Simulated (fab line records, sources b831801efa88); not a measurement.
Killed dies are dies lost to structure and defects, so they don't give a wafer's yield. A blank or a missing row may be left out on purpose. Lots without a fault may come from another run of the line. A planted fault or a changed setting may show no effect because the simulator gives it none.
fab line records | flow sfq_line
record lots=5 wafers=15 last_day=80
route steps=325 shown R5@212
lots that met no fault: from a run of the same line without faults
start_h: hours from the record's first day to the start of the lot's first wafer shown | wait_h: hours since the lot's step before | " the same as in the row above | L1.1+2: a row that stands for several wafers | - no value, or no start given | * or withheld: withheld | < > ~ a bound
route shown NAME@n: a module of which the file shows steps, and the number in the route of the first | usual: mean/standard deviation of fault-free wafers | same: alike in all rows | chamber/n: place in a boat | sites: the reading at each site | _std_site: their standard deviation | _edge_site: outer sites' mean less inner sites' | radius_mm: how far each site lies from the wafer's centre | mask NAME#n: copy n | behind: the tool/chamber that last shaped the wafer | hold: why the lot was held/for how many hours/how that ended | device: the transistor (n, p or np) that didn't switch | end of line: the same wafers' tests at the end of the route | a step without rows: its recipe alone | killed: dies lost to structure and defects at the first sort, not the wafer's yield | map: a wafer's dies, x killed, . not, _ none there
set.NAME: the setting as run; set.NAME@STEP: as run at that earlier step | model.NAME: the simulator's own value behind a step, which no gauge read
lots at some steps of the route; a table a step, a row a wafer
services: from which hour (start_h, from the record's first day; less than 0 if before it) a tool's chamber was out of use, for how many hours, and why
## steps
# step SFQ_TRILAYER_R5_DEP_SPUTTER_132
# recipe material=Ti base_pressure_pa=1.33e-06 target_thk_nm=5 power_w=2000 time_s=5 chamber_pressure_pa=0.4
# usual cathode_dc_power_W=2000.0/0.34 throttle_valve_pct=30.0/1
# same time_s=5
# columns lot.wafer tool chamber start_h wait_h cathode_dc_power_W throttle_valve_pct
L874.3 pvd_sputter-04 - 1331.38 0.6 2000.3 30.9
L874.5 " - " " 2000.1 30.7
L874.6 " - " " 2000.3 30.9
L877.1 pvd_sputter-04 - 1452.61 1.0 2000.0 29.2
L877.2 " - " " 1999.7 32.0
L877.5 " - " " 2000.2 32.1
L879.1 pvd_sputter-04 - 1495.14 1.0 2000.1 31.9
L879.2 " - " " 2000.0 28.9
L879.6 " - " " 2000.1 30.4
L885.1 pvd_sputter-04 - 1598.44 1.0 2000.1 32.0
L885.3 " - " " 1999.4 30.5
L885.5 " - " " 1999.6 30.6
L886.4 pvd_sputter-03 - 1605.58 0.4 2000.0 30.4
L886.5 " - " " 2000.2 29.5
L886.6 " - " " 1999.9 29.1
# step SFQ_TRILAYER_R5_DEP_SPUTTER_133
# recipe material=MoNx base_pressure_pa=1.33e-06 target_thk_nm=40 power_w=1000 time_s=66.7 chamber_pressure_pa=0.4
# usual cathode_dc_power_W=999.96/0.19 throttle_valve_pct=30.0/1.1
# same time_s=66.7
# columns lot.wafer tool chamber start_h wait_h cathode_dc_power_W throttle_valve_pct
L874.3 pvd_sputter-04 - 1331.40 0.0 1000.1 30.9
L874.5 " - " " 999.97 30.8
L874.6 " - " " 999.93 30.8
L877.1 pvd_sputter-04 - 1452.63 0.0 999.60 28.9
L877.2 " - " " 999.79 32.0
L877.5 " - " " 1000.4 32.2
L879.1 pvd_sputter-04 - 1495.16 0.0 1000.3 32.2
L879.2 " - " " 999.74 29.0
L879.6 " - " " 999.95 30.4
L885.1 pvd_sputter-04 - 1598.46 0.0 999.73 32.1
L885.3 " - " " 1000.2 30.7
L885.5 " - " " 999.99 30.7
L886.4 pvd_sputter-03 - 1605.60 0.0 1000.1 30.4
L886.5 " - " " 1000.3 29.9
L886.6 " - " " 1000.5 29.2
# step SFQ_TRILAYER_R5_DEP_SPUTTER_134
# recipe material=Ti base_pressure_pa=1.33e-06 target_thk_nm=5 power_w=2000 time_s=5 chamber_pressure_pa=0.4
# usual cathode_dc_power_W=2000.0/0.4 throttle_valve_pct=30.0/1
# same time_s=5
# columns lot.wafer tool chamber start_h wait_h cathode_dc_power_W throttle_valve_pct
L874.3 pvd_sputter-04 - 1331.46 0.0 2000.2 30.6
L874.5 " - " " 2000.0 30.7
L874.6 " - " " 2000.2 31.1
L877.1 pvd_sputter-04 - 1452.69 0.0 2000.8 29.1
L877.2 " - " " 1999.3 32.0
L877.5 " - " " 2000.3 32.0
L879.1 pvd_sputter-04 - 1495.22 0.0 1999.8 32.0
L879.2 " - " " 2000.3 28.9
L879.6 " - " " 2000.2 30.7
L885.1 pvd_sputter-04 - 1598.52 0.0 1999.8 32.0
L885.3 " - " " 2000.2 30.7
L885.5 " - " " 1999.8 30.9
L886.4 pvd_sputter-03 - 1605.66 0.0 2000.2 30.5
L886.5 " - " " 2000.0 29.5
L886.6 " - " " 1999.9 29.1
# step SFQ_R5_RS_MEAS_933
# recipe thk_meas_gauge=four-point-probe reads=Ti_of_TRILAYER_R5_DEP_SPUTTER_134+MoNx_of_TRILAYER_R5_DEP_SPUTTER_133+Ti_of_TRILAYER_R5_DEP_SPUTTER_132
# usual R5_MONX_RS=7.03/0.079
# columns lot.wafer tool chamber start_h wait_h R5_MONX_RS[ohm/sq]
L874.3 film_metro-01 - 1331.52 0.0 7.01
L874.5 " - " " 7.00
L874.6 " - " " 7.03
L877.1 film_metro-01 - 1452.71 0.0 7.08
L877.2 " - " " 7.05
L877.5 " - " " 7.07
L879.1 film_metro-03 - 1495.24 0.0 6.91
L879.2 " - " " 6.94
L879.6 " - " " 7.02
L885.1 film_metro-04 - 1598.54 0.0 7.05
L885.3 " - " " 7.01
L885.5 " - " " 7.05
L886.4 film_metro-04 - 1605.73 0.1 6.97
L886.5 " - " " 7.02
L886.6 " - " " 7.04
# step SFQ_R5_THK_MEAS_934
# recipe thk_meas_gauge=xrf reads=MoNx_of_TRILAYER_R5_DEP_SPUTTER_133
# usual R5_MONX_THK=39.5/0.46
# columns lot.wafer tool chamber start_h wait_h R5_MONX_THK[nm]
L874.3 film_metro-01 - 1331.62 0.1 39.9
L874.5 " - " " 40.0
L874.6 " - " " 39.3
L877.1 film_metro-01 - 1452.83 0.1 39.1
L877.2 " - " " 39.4
L877.5 " - " " 39.2
L879.1 film_metro-03 - 1495.36 0.1 40.1
L879.2 " - " " 40.0
L879.6 " - " " 39.7
L885.1 film_metro-04 - 1598.66 0.1 39.4
L885.3 " - " " 39.6
L885.5 " - " " 39.6
L886.4 film_metro-04 - 1605.82 0.1 40.0
L886.5 " - " " 39.6
L886.6 " - " " 39.4
# step SFQ_TRILAYER_R5_LITHO_COAT_141
# recipe resist=BARC spin_rpm=3000 resist_thk_nm=62
# step SFQ_TRILAYER_R5_LITHO_COAT_136
# recipe resist=KrF spin_rpm=3000 resist_thk_nm=600
# step SFQ_TRILAYER_R5_LITHO_SOFTBAKE_140
# recipe temp_c=withheld time_s=withheld resist=KrF
# step SFQ_TRILAYER_R5_LITHO_EXPOSE_137
# recipe mask_id=R5 na=0.6 source_shape=conventional sigma_outer=0.65 target_cd_nm=500 dose_mj=14.4
# step SFQ_TRILAYER_R5_LITHO_PEB_139
# recipe peb_temp_c=115 peb_time_s=60 resist=KrF
# step SFQ_TRILAYER_R5_LITHO_DEVELOP_138
# recipe time_s=60 resist=KrF
# step SFQ_R5_OVL_MEAS_935
# usual R5_OVL=-1/6.6
# columns lot.wafer tool chamber start_h wait_h R5_OVL[nm]
L874.3 overlay-02 - 1417.37 0.1 0
L874.5 " - " " 7
L874.6 " - " " 2
L877.1 overlay-02 - 1551.71 0.1 8
L877.2 " - " " -1
L877.5 " - " " 4
L879.1 overlay-01 - 1604.51 0.1 -1
L879.2 " - " " -6
L879.6 " - " " -3
L885.1 overlay-01 - 1616.29 0.1 1
L885.3 " - " " -1
L885.5 " - " " 0
L886.4 overlay-01 - 1617.51 0.1 6
L886.5 " - " " 5
L886.6 " - " " 3
# step SFQ_TRILAYER_R5_BARC_OPEN_METAL_ETCH_177
# recipe mask_material=PR chemistry=O2 target_depth_nm=125 target=BARC icp_w=600 bias_w=80 pressure_mtorr=10 time_s=41.7
# usual drypump_motor_current_A=5.8/0.59 oes_product_au=0.685/0.0049 run_length_s=70.1/0.63
# columns lot.wafer tool chamber start_h wait_h drypump_motor_current_A oes_product_au rf_hours_counter_h run_length_s model.KrF_of_TRILAYER_R5_LITHO_COAT_136.thk_nm
L874.3 rie_metal-04 1 1417.42 0.0 4.8 0.685 - 70.3 520.8
L874.5 " 1 " " 4.8 0.679 - 70.3 521
L874.6 " 0 " " 5.6 0.686 - 69.5 522.6
L877.1 rie_metal-04 1 1551.74 0.0 4.8 0.681 3 70.5 521
L877.2 " 0 " " 5.6 0.684 20 70.1 521.8
L877.5 " 1 " " 4.7 0.683 - 70.2 524
L879.1 rie_metal-04 1 1604.54 0.0 4.7 0.689 8 70.5 518.9
L879.2 " 0 " " 5.6 0.687 25 69.9 520.8
L879.6 " 0 " " 5.6 0.665 - 72.2 517.6
L885.1 rie_metal-02 1 1616.32 0.0 6.3 0.680 11 70.0 519.2
L885.3 " 1 " " 6.3 0.682 - 69.8 521.4
L885.5 " 0 " " 6.6 0.680 - 70.1 518.4
L886.4 rie_metal-03 1 1617.54 0.0 6.1 0.681 - 69.6 521.9
L886.5 " 1 " " 6.1 0.689 - 70.1 523
L886.6 " 0 " " 5.5 0.687 - 69.9 521.1
# step SFQ_TRILAYER_R5_ETCH_METAL_ETCH_139
# recipe stop_on=SiO2 mask_material=PR chemistry=Cl2 target_depth_nm=60 icp_w=600 bias_w=80 pressure_mtorr=10 time_s=40
# usual drypump_motor_current_A=5.8/0.59 oes_product_au=0.990/0.0073 run_length_s=68.4/0.67
# same time_s=40
# columns lot.wafer tool chamber start_h wait_h drypump_motor_current_A oes_product_au rf_hours_counter_h run_length_s
L874.3 rie_metal-04 1 1417.48 0.0 4.8 0.990 - 68.4
L874.5 " 1 " " 4.8 0.994 - 68.9
L874.6 " 0 " " 5.7 0.996 - 68.1
L877.1 rie_metal-04 1 1551.80 0.0 4.8 0.983 3 68.4
L877.2 " 0 " " 5.6 0.993 20 67.8
L877.5 " 1 " " 4.7 0.996 - 68.7
L879.1 rie_metal-04 1 1604.60 0.0 4.7 0.998 8 69.2
L879.2 " 0 " " 5.7 0.996 25 67.8
L879.6 " 0 " " 5.7 1.002 - 67.8
L885.1 rie_metal-02 1 1616.38 0.0 6.3 0.991 11 68.2
L885.3 " 1 " " 6.3 0.995 - 68.6
L885.5 " 0 " " 6.5 1.003 - 68.7
L886.4 rie_metal-03 1 1617.60 0.0 6.1 0.984 - 67.9
L886.5 " 1 " " 6.1 0.983 - 68.2
L886.6 " 0 " " 5.5 0.993 - 68.6
## services
# columns tool chamber start_h hours kind
rie_metal-04 1 1308.36 5.9 repair
rie_metal-04 - 1313.85 2.8 pm
pvd_sputter-03 1 1355.66 - consumable_replace:kit
pvd_sputter-03 1 1355.66 18.0 scheduled_down
rie_metal-04 - 1362.68 1.5 repair
rie_metal-04 0 1374.70 7.1 repair
pvd_sputter-04 - 1383.72 5.4 repair
rie_metal-04 - 1387.35 0.6 repair
rie_metal-04 0 1394.69 - clean
rie_metal-04 0 1394.69 - consumable_replace:focus_ring
rie_metal-04 0 1394.69 22.7 scheduled_down
rie_metal-04 0 1394.69 22.7 vent_cycle
pvd_sputter-04 - 1465.81 0.7 repair
rie_metal-02 - 1496.56 2.8 pm
rie_metal-04 1 1498.87 - clean
rie_metal-04 1 1498.87 - consumable_replace:focus_ring
rie_metal-04 1 1498.87 17.2 scheduled_down
rie_metal-04 1 1498.87 17.2 vent_cycle
rie_metal-03 - 1524.39 0.7 repair
rie_metal-04 - 1556.38 14.6 pm
pvd_sputter-04 - 1568.19 1.5 repair
rie_metal-03 - 1578.28 2.8 pm
pvd_sputter-03 - 1584.75 2.4 repair
pvd_sputter-04 - 1593.58 2.0 repair
## key
first_sign step=SFQ_TRILAYER_R5_BARC_OPEN_METAL_ETCH_177 reading=oes_product_au direction=down sigmas=4.1 usual=0.685 struck=0.665
effect step=SFQ_TRILAYER_R5_BARC_OPEN_METAL_ETCH_177 reading=run_length_s direction=up sigmas=3.4 usual=* struck=*
model_effect step=SFQ_TRILAYER_R5_BARC_OPEN_METAL_ETCH_177 value=KrF_of_TRILAYER_R5_LITHO_COAT_136.thk_nm without=520.9 struck=517.6
met_at SFQ_TRILAYER_R5_BARC_OPEN_METAL_ETCH_177
struck_wafers L879.6
onset_between 1551.74 1604.54
fault kind=process_parameter_drift tool=rie_metal-04 chamber=- onset_h=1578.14 steps=SFQ_TRILAYER_R5_BARC_OPEN_METAL_ETCH_177 channel=time_s offset=* shape=step end_h=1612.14 scope=struck_wafers_only acts_in=* stated=*
